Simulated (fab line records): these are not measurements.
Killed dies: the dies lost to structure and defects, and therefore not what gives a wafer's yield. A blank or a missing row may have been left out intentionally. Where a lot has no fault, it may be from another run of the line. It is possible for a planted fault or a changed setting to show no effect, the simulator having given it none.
The tool behind it: which one? || flow sfqLine || 14 lots, 42 wafers sampled, at 3 steps of a route of 325

WHAT EACH GAUGE READ, for each wafer
The record lacks any reading of a measuring or inspecting step that a usual standard deviation could be used to judge.

WHICH TOOL RAN EACH LOT (tool, then ch and the chambers of the sampled wafers, then the start)
{"lot": "L587", "SFQ_TRILAYER_I0_CMP_CMP_028": "cmp-02 ch 0,1,3, day 11 08:52", "SFQ_TRILAYER_I0_METRO_MEASURE_029": "filmMetro-04, day 11 11:41", "SFQ_TRILAYER_I0_VIA_ETCH_VIA_ETCH_034": "rieDiel-02 ch 0,1,3, day 16 20:05"}
{"lot": "L588", "SFQ_TRILAYER_I0_CMP_CMP_028": "cmp-01 ch 0,1,3, day 11 15:36", "SFQ_TRILAYER_I0_METRO_MEASURE_029": "filmMetro-04, day 11 18:43", "SFQ_TRILAYER_I0_VIA_ETCH_VIA_ETCH_034": "rieDiel-02 ch 0,1,3, day 17 04:29"}
{"lot": "L589", "SFQ_TRILAYER_I0_CMP_CMP_028": "cmp-02 ch 0,2,3, day 12 12:38", "SFQ_TRILAYER_I0_METRO_MEASURE_029": "filmMetro-01, day 12 15:45", "SFQ_TRILAYER_I0_VIA_ETCH_VIA_ETCH_034": "rieDiel-02 ch 0,3, day 18 05:41"}
{"lot": "L590", "SFQ_TRILAYER_I0_CMP_CMP_028": "cmp-01 ch 1,3, day 12 21:58", "SFQ_TRILAYER_I0_METRO_MEASURE_029": "filmMetro-04, day 13 00:35", "SFQ_TRILAYER_I0_VIA_ETCH_VIA_ETCH_034": "rieDiel-02 ch 0,2, day 18 15:17"}
{"lot": "L591", "SFQ_TRILAYER_I0_CMP_CMP_028": "cmp-02 ch 1,2,3, day 13 07:28", "SFQ_TRILAYER_I0_METRO_MEASURE_029": "filmMetro-01, day 13 10:35", "SFQ_TRILAYER_I0_VIA_ETCH_VIA_ETCH_034": "rieDiel-04 ch 0,2, day 19 02:34"}
{"lot": "L592", "SFQ_TRILAYER_I0_CMP_CMP_028": "cmp-02 ch 0,2,3, day 13 17:28", "SFQ_TRILAYER_I0_METRO_MEASURE_029": "filmMetro-02, day 13 19:35", "SFQ_TRILAYER_I0_VIA_ETCH_VIA_ETCH_034": "rieDiel-03 ch 0,3, day 19 15:44"}
{"lot": "L598", "SFQ_TRILAYER_I0_CMP_CMP_028": "cmp-01 ch 0,1,2, day 15 09:55", "SFQ_TRILAYER_I0_METRO_MEASURE_029": "filmMetro-02, day 15 13:14", "SFQ_TRILAYER_I0_VIA_ETCH_VIA_ETCH_034": "rieDiel-02 ch 1,2,3, day 21 12:22"}
{"lot": "L599", "SFQ_TRILAYER_I0_CMP_CMP_028": "cmp-01 ch 0,1,2, day 15 17:32", "SFQ_TRILAYER_I0_METRO_MEASURE_029": "filmMetro-01, day 15 19:51", "SFQ_TRILAYER_I0_VIA_ETCH_VIA_ETCH_034": "rieDiel-02 ch 1,2, day 21 19:34"}
{"lot": "L603", "SFQ_TRILAYER_I0_CMP_CMP_028": "cmp-02 ch 0,1,2, day 18 08:21", "SFQ_TRILAYER_I0_METRO_MEASURE_029": "filmMetro-02, day 18 11:40", "SFQ_TRILAYER_I0_VIA_ETCH_VIA_ETCH_034": "rieDiel-02 ch 1,3, day 23 09:01"}
{"lot": "L605", "SFQ_TRILAYER_I0_CMP_CMP_028": "cmp-01 ch 1,3, day 18 23:59", "SFQ_TRILAYER_I0_METRO_MEASURE_029": "filmMetro-04, day 19 03:01", "SFQ_TRILAYER_I0_VIA_ETCH_VIA_ETCH_034": "rieDiel-03 ch 0,1,2, day 25 11:32"}
{"lot": "L606", "SFQ_TRILAYER_I0_CMP_CMP_028": "cmp-02 ch 0,1,2, day 19 20:55", "SFQ_TRILAYER_I0_METRO_MEASURE_029": "filmMetro-02, day 19 23:02", "SFQ_TRILAYER_I0_VIA_ETCH_VIA_ETCH_034": "rieDiel-02 ch 0,1,3, day 26 12:40"}
{"lot": "L607", "SFQ_TRILAYER_I0_CMP_CMP_028": "cmp-01 ch 1,2,3, day 20 10:16", "SFQ_TRILAYER_I0_METRO_MEASURE_029": "filmMetro-04, day 20 13:23", "SFQ_TRILAYER_I0_VIA_ETCH_VIA_ETCH_034": "rieDiel-03 ch 0,1,2, day 27 03:18"}
{"lot": "L608", "SFQ_TRILAYER_I0_CMP_CMP_028": "cmp-02 ch 0,2,3, day 20 15:38", "SFQ_TRILAYER_I0_METRO_MEASURE_029": "filmMetro-02, day 20 18:57", "SFQ_TRILAYER_I0_VIA_ETCH_VIA_ETCH_034": "rieDiel-03 ch 0,3, day 27 09:18"}
{"lot": "L609", "SFQ_TRILAYER_I0_CMP_CMP_028": "cmp-02 ch 0,1,2, day 20 23:22", "SFQ_TRILAYER_I0_METRO_MEASURE_029": "filmMetro-02, day 21 02:11", "SFQ_TRILAYER_I0_VIA_ETCH_VIA_ETCH_034": "rieDiel-02 ch 0,3, day 27 15:18"}
- SFQ_TRILAYER_I0_CMP_CMP_028: polishes SiO2.
- SFQ_TRILAYER_I0_METRO_MEASURE_029
- SFQ_TRILAYER_I0_VIA_ETCH_VIA_ETCH_034: etches SiO2 in CHF3, stops on Nb, target depth 260 nm.

AS READ BY THE TOOLS THEMSELVES (means over the sampled wafers that have a number; for cases with no such wafer, the mark the record gives instead)
SFQ_TRILAYER_I0_CMP_CMP_028. Usual: motorCurrentA 9.9 A, standard deviation 0.52; slurryFilterDpKPa 13.49 kPa, standard deviation 0.14; timeToEndpointS 213 s, standard deviation 7.2.
{"lot": "L587", "tool": "cmp-02", "motorCurrentA (A)": 9.7, "slurryFilterDpKPa (kPa)": 13.64, "timeToEndpointS (s)": 216, "flag": ""}
{"lot": "L588", "tool": "cmp-01", "motorCurrentA (A)": 9.8, "slurryFilterDpKPa (kPa)": 13.38, "timeToEndpointS (s)": 217, "flag": ""}
{"lot": "L589", "tool": "cmp-02", "motorCurrentA (A)": 9.9, "slurryFilterDpKPa (kPa)": 13.40, "timeToEndpointS (s)": 212, "flag": ""}
{"lot": "L590", "tool": "cmp-01", "motorCurrentA (A)": 9.5, "slurryFilterDpKPa (kPa)": 13.46, "timeToEndpointS (s)": 211, "flag": ""}
{"lot": "L591", "tool": "cmp-02", "motorCurrentA (A)": 10.1, "slurryFilterDpKPa (kPa)": 13.47, "timeToEndpointS (s)": 213, "flag": ""}
{"lot": "L592", "tool": "cmp-02", "motorCurrentA (A)": 9.8, "slurryFilterDpKPa (kPa)": 13.51, "timeToEndpointS (s)": 211, "flag": ""}
{"lot": "L598", "tool": "cmp-01", "motorCurrentA (A)": 10.5, "slurryFilterDpKPa (kPa)": 13.62, "timeToEndpointS (s)": 273, "flag": "OFF"}
{"lot": "L599", "tool": "cmp-01", "motorCurrentA (A)": 9.7, "slurryFilterDpKPa (kPa)": 13.41, "timeToEndpointS (s)": 273, "flag": "OFF"}
{"lot": "L603", "tool": "cmp-02", "motorCurrentA (A)": 10.0, "slurryFilterDpKPa (kPa)": 13.55, "timeToEndpointS (s)": 211, "flag": ""}
{"lot": "L605", "tool": "cmp-01", "motorCurrentA (A)": 9.7, "slurryFilterDpKPa (kPa)": 13.48, "timeToEndpointS (s)": 216, "flag": ""}
{"lot": "L606", "tool": "cmp-02", "motorCurrentA (A)": 10.1, "slurryFilterDpKPa (kPa)": 13.26, "timeToEndpointS (s)": 206, "flag": ""}
{"lot": "L607", "tool": "cmp-01", "motorCurrentA (A)": 9.9, "slurryFilterDpKPa (kPa)": 13.46, "timeToEndpointS (s)": 210, "flag": ""}
{"lot": "L608", "tool": "cmp-02", "motorCurrentA (A)": 9.9, "slurryFilterDpKPa (kPa)": 13.51, "timeToEndpointS (s)": 219, "flag": ""}
{"lot": "L609", "tool": "cmp-02", "motorCurrentA (A)": 10.1, "slurryFilterDpKPa (kPa)": 13.51, "timeToEndpointS (s)": 215, "flag": ""}

SFQ_TRILAYER_I0_METRO_MEASURE_029. Usual: thkNm at 200.0 nm, with a standard deviation of 1.2.
{"lot": "L587", "tool": "filmMetro-04", "thkNm (nm)": 199.2, "flag": ""}
{"lot": "L588", "tool": "filmMetro-04", "thkNm (nm)": 201.1, "flag": ""}
{"lot": "L589", "tool": "filmMetro-01", "thkNm (nm)": 199.3, "flag": ""}
{"lot": "L590", "tool": "filmMetro-04", "thkNm (nm)": 198.7, "flag": ""}
{"lot": "L591", "tool": "filmMetro-01", "thkNm (nm)": 199.8, "flag": ""}
{"lot": "L592", "tool": "filmMetro-02", "thkNm (nm)": 197.4, "flag": ""}
{"lot": "L598", "tool": "filmMetro-02", "thkNm (nm)": 302.1, "flag": "OFF"}
{"lot": "L599", "tool": "filmMetro-01", "thkNm (nm)": 303.6, "flag": "OFF"}
{"lot": "L603", "tool": "filmMetro-02", "thkNm (nm)": 200.4, "flag": ""}
{"lot": "L605", "tool": "filmMetro-04", "thkNm (nm)": 200.6, "flag": ""}
{"lot": "L606", "tool": "filmMetro-02", "thkNm (nm)": 200.2, "flag": ""}
{"lot": "L607", "tool": "filmMetro-04", "thkNm (nm)": 199.5, "flag": ""}
{"lot": "L608", "tool": "filmMetro-02", "thkNm (nm)": 200.9, "flag": ""}
{"lot": "L609", "tool": "filmMetro-02", "thkNm (nm)": 199.9, "flag": ""}

SFQ_TRILAYER_I0_VIA_ETCH_VIA_ETCH_034. Usual: biasW 80.00 W, standard deviation 0.24; drypumpMotorCurrentA 5.6 A, standard deviation 0.31; oesProductAu 0.855 a.u., standard deviation 0.0056.
{"lot": "L587", "tool": "rieDiel-02", "biasW (W)": 80.05, "drypumpMotorCurrentA (A)": 5.7, "oesProductAu (a.u.)": 0.852, "flag": ""}
{"lot": "L588", "tool": "rieDiel-02", "biasW (W)": 80.14, "drypumpMotorCurrentA (A)": 5.7, "oesProductAu (a.u.)": 0.860, "flag": ""}
{"lot": "L589", "tool": "rieDiel-02", "biasW (W)": 80.22, "drypumpMotorCurrentA (A)": 5.6, "oesProductAu (a.u.)": 0.847, "flag": ""}
{"lot": "L590", "tool": "rieDiel-02", "biasW (W)": 80.10, "drypumpMotorCurrentA (A)": 5.5, "oesProductAu (a.u.)": 0.854, "flag": ""}
{"lot": "L591", "tool": "rieDiel-04", "biasW (W)": 79.89, "drypumpMotorCurrentA (A)": 5.4, "oesProductAu (a.u.)": 0.852, "flag": ""}
{"lot": "L592", "tool": "rieDiel-03", "biasW (W)": 80.21, "drypumpMotorCurrentA (A)": 5.3, "oesProductAu (a.u.)": 0.850, "flag": ""}
{"lot": "L598", "tool": "rieDiel-02", "biasW (W)": 79.83, "drypumpMotorCurrentA (A)": 5.7, "oesProductAu (a.u.)": 0.989, "flag": "OFF"}
{"lot": "L599", "tool": "rieDiel-02", "biasW (W)": 79.99, "drypumpMotorCurrentA (A)": 5.7, "oesProductAu (a.u.)": 0.999, "flag": "OFF"}
{"lot": "L603", "tool": "rieDiel-02", "biasW (W)": 80.03, "drypumpMotorCurrentA (A)": 5.8, "oesProductAu (a.u.)": 0.854, "flag": ""}
{"lot": "L605", "tool": "rieDiel-03", "biasW (W)": 79.58, "drypumpMotorCurrentA (A)": 5.6, "oesProductAu (a.u.)": 0.857, "flag": ""}
{"lot": "L606", "tool": "rieDiel-02", "biasW (W)": 80.03, "drypumpMotorCurrentA (A)": 5.7, "oesProductAu (a.u.)": 0.855, "flag": ""}
{"lot": "L607", "tool": "rieDiel-03", "biasW (W)": 79.85, "drypumpMotorCurrentA (A)": 5.6, "oesProductAu (a.u.)": 0.855, "flag": ""}
{"lot": "L608", "tool": "rieDiel-03", "biasW (W)": 80.16, "drypumpMotorCurrentA (A)": 5.3, "oesProductAu (a.u.)": 0.855, "flag": ""}
{"lot": "L609", "tool": "rieDiel-02", "biasW (W)": 79.87, "drypumpMotorCurrentA (A)": 5.7, "oesProductAu (a.u.)": 0.857, "flag": ""}

THE ANSWER, worked out from the rows above alone
Rule: a lot counts as off when the mean over its wafers that have a number is more than 3 standard deviations away from the usual mean. Also off: a lot with no number at a reading for which 4 or more lots have one. The other lots that the step has rows for count as sound. The gauges are gone through in route order, then the tools' own readings, and for those a lot's mean is taken as printed above. At the first step where some lot is off, the reading lying furthest off is the one used; lots without a number count as furthest.
Off, at SFQ_TRILAYER_I0_CMP_CMP_028 on timeToEndpointS: L598, L599.
A tool fits if, at that step or a process step before it, it ran every lot that is off, and no sound lot after the first of them. No candidate that was tried fits.

WHAT THE SIMULATOR PUT IN
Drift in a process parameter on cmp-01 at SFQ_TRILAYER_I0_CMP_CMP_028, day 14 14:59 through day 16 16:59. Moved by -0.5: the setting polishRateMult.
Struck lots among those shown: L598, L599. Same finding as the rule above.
